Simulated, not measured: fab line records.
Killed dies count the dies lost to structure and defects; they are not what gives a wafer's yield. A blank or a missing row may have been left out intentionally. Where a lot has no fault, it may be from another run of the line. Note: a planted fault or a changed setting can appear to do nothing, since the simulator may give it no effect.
Struck lot and sound lot, side by side | flow sky130 | 24 out of 708 route steps
Sound: these wafers, L424.3, L424.4, L424.6. Struck: wafer L441.2 (left out: L441.4, L441.5 of the same lot, which were not struck); the cause appears at the end.
Order at every step that has rows: each side's tool, ch and its chambers, its first start. Under that, the readings that differ: sound wafers | struck wafers | difference of the means | sigmas: that difference in standard deviations of wafers without a fault.
alike: readings whose means differ by less than 2 such deviations, and words and numbers that are the same on both sides. not compared: withheld readings, readings that some wafer has no value for, bounds like >300 that may hide the same value, and numbers for which the record gives no deviation and whose values overlap.
A row with sigmas, a row that says differs or no value, or rows on one side alone: a step with any of these is where the two part. Numbers that don't overlap but have no deviation are shown without sigmas and don't part them. Lack of a reading on every wafer of one side parts them only where that side has two or more wafers.

SKY_CONTACT_RS_MEAS_25: uses a four-point probe to measure.
  sound on film metro-01 at day 33 05:31; struck on film metro-01 at day 39 02:53
  reading               | sound             | struck | difference | sigmas
  CONTACT_W_RS (ohm/sq) | 0.338 0.336 0.338 | 0.329  | -0.008     | -2
SKY_CONTACT_THK_MEAS_26: measures by xrf.
  sound on film metro-01 at day 33 05:37; struck on film metro-01 at day 39 03:00
  alike: CONTACT_W_THK
SKY_CONTACT_CMP_27: polishes, stops on SiO2, t overpolish 15 s, target thk 0 nm.
  sound on cmp-02 ch 1,3, day 33 05:43; struck on cmp-02 ch 0, day 39 03:06
  alike: motor current A, overpolish run s, time to endpoint s
then, 1 step without rows for these wafers: SKY_METAL1_SPUTTER_00 (material Ti, target thk 15 nm, time 10 s).
SKY_METAL1_SPUTTER_01: material TiN, target thk 20 nm, time 16.7 s.
  sound on pvd sputter-03 at day 33 06:02; struck on pvd sputter-02 at day 39 03:22
  alike: throttle valve pct
then, 1 step without rows for these wafers: SKY_METAL1_SPUTTER_02 (material AlCu, target thk 250 nm, time 13.3 s).
SKY_METAL1_SPUTTER_03: material Ti, target thk 5 nm, time 3.3 s.
  sound on pvd sputter-03 at day 33 06:05; struck on pvd sputter-02 at day 39 03:25
  alike: throttle valve pct
then, 1 step without rows for these wafers: SKY_METAL1_SPUTTER_04 (material TiN, target thk 70 nm, time 58.3 s).
SKY_METAL1_RS_MEAS_05: uses a four-point probe to measure.
  sound on film metro-01 at day 33 06:11; struck on film metro-02 at day 39 03:31
  alike: METAL1_ALCU_RS
SKY_METAL1_THK_MEAS_06: measures by xrf.
  sound on film metro-01 at day 33 06:17; struck on film metro-02 at day 39 03:37
  alike: METAL1_ALCU_THK
then, 2 steps without rows for these wafers: SKY_METAL1_DEHYDRATE_07 (time 60 s); SKY_METAL1_HMDS_08 (prime time 60 s).
SKY_METAL1_COAT_09: resist thk 60 nm.
  sound on litho track-01 ch 0, day 33 19:16; struck on litho track-03 ch 0, day 39 15:47
then, 5 steps without rows for these wafers: SKY_METAL1_COAT_10 (resist thk 450 nm); SKY_METAL1_SOFTBAKE_11 (time 90 s); SKY_METAL1_EXPOSE_12 (exposes mask MM1, target cd 140 nm); SKY_METAL1_PEB_13; SKY_METAL1_DEVELOP_14 (develop time 60 s).
SKY_METAL1_CD_MEAS_15: the cd target is 140 nm.
  sound on cd sem-02 at day 34 08:43; struck on cd sem-01 at day 40 03:59
  alike: cd nm
SKY_METAL1_OVL_MEAS_16:
  sound on overlay-02 at day 34 08:49; struck on overlay-01 at day 40 04:05
  alike: METAL1_OVL
SKY_METAL1_DESCUM_17: chemistry O2, time 8 s.
  sound on rie metal-04 ch 0,1, day 34 08:51; struck on rie metal-03 ch 0, day 40 04:07
  reading                | sound | struck | difference                   | sigmas
  rf hours counter h (h) | - - - | 1      | no value on the sound wafers |
  alike: drypump motor current A, oes product au
SKY_METAL1_ETCH_18: etches BARC in N2/H2, stops on SiO2, time 45.9 s, target depth 60 nm.
  sound on rie metal-04 ch 0,1, day 34 08:53; struck on rie metal-03 ch 0, day 40 04:09
  reading                  | sound             | struck | difference                   | sigmas
  rf hours counter h (h)   | - - -             | 1      | no value on the sound wafers |
  model.etch.depth nm (nm) | 59.81 59.89 60.01 | 61.85  | +1.95                        |
  alike: drypump motor current A, oes product au, throttle valve pct
SKY_METAL1_METAL_ETCH_19: etches the open film in Cl2/BCl3, stops on SiO2, target depth 360 nm, time 78 s.
  sound on rie metal-04 ch 0,1, day 34 08:58; struck on rie metal-03 ch 0, day 40 04:13
  reading                | sound | struck | difference                   | sigmas
  rf hours counter h (h) | - - - | 1      | no value on the sound wafers |
  alike: drypump motor current A, oes product au, throttle valve pct
-- the record jumps here: 11 days lie between the struck wafers' starts before and after (it left off in module METAL1 and takes up again in module PAD_OPEN, whose first step shown is number 708 of the route) --
SKY_PAD_OPEN_PROBE_99:
  sound on prober-01 at day 47 01:03; struck on prober-01 at day 51 02:11
  alike: defect limited yield, killed_at_M0_to_M3, killed_at_M4_up, killed at contacts, killed at front end, killed at other, killed dies, killed open, killed short, sort_bin_3_pad_short, sort_bin_5_function, sort_bin_6_memory, sort n pass, sort yield pct

## WHERE THEY PART
Last at SKY_METAL1_METAL_ETCH_19 as far as this record goes, first at SKY_CONTACT_RS_MEAS_25. Later steps at which nothing parts them and some readings are alike: SKY_PAD_OPEN_PROBE_99.

WHY: what had been put in by the simulator
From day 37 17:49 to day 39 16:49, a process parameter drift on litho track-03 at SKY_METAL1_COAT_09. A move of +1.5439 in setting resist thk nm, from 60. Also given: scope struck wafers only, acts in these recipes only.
